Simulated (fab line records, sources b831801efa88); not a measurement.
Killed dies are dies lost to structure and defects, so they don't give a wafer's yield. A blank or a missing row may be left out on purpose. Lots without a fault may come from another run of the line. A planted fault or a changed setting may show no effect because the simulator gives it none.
Which tool did it? | flow sky130 | 6 lots, 18 wafers sampled, at 2 steps of a route of 708

WHAT THE GAUGES READ, wafer by wafer
SKY_CONTACT_THK_MEAS_03.
lot  | measured     | on            | CONTACT_HDPCVD_THK (nm)
L117 | day 31 12:14 | film_metro-03 | 569 559 565
L120 | day 32 05:31 | film_metro-03 | 569 570 569
L123 | day 33 09:47 | film_metro-04 | 562 558 561
L125 | day 34 04:14 | film_metro-03 | 557 557 557
L127 | day 34 17:34 | film_metro-04 | 563 570 563
L136 | day 37 18:46 | film_metro-01 | 569 573 571

WHICH TOOL RAN EACH LOT (tool, then ch and the chambers of the sampled wafers, then the start)
lot  | SKY_CONTACT_HDPCVD_02
L117 | hdpcvd-02 ch 0,1,2, day 31 12:11
L120 | hdpcvd-02 ch 1,2, day 32 05:26
L123 | hdpcvd-02 ch 0,1,2, day 33 09:39
L125 | hdpcvd-01 ch 0,1,2, day 34 04:09
L127 | hdpcvd-01 ch 1,2, day 34 17:29
L136 | hdpcvd-02 ch 0,1, day 37 18:41
- SKY_CONTACT_HDPCVD_02: deposits SiO2, target thk 565 nm, time 94.2 s.

THE ANSWER, worked out from the rows above alone
Rule: what is usual is taken from the lots themselves. Put in order of their means at a reading, lots are off if they are a third of the lots or fewer, leave a main group of 4 or more, and stand apart from it by a gap of 3 or more times the standard deviation of the main group's means; of several such gaps the widest counts. A main group whose means are all the same, to the digits that the tables above print for the reading, isn't used. A lot without any number at a reading at which 4 lots or more have one is off too. The other lots that the step has rows for count as sound.
No lot is off at any reading shown: from this, nothing can be told.

WHAT THE SIMULATOR HAD PUT IN
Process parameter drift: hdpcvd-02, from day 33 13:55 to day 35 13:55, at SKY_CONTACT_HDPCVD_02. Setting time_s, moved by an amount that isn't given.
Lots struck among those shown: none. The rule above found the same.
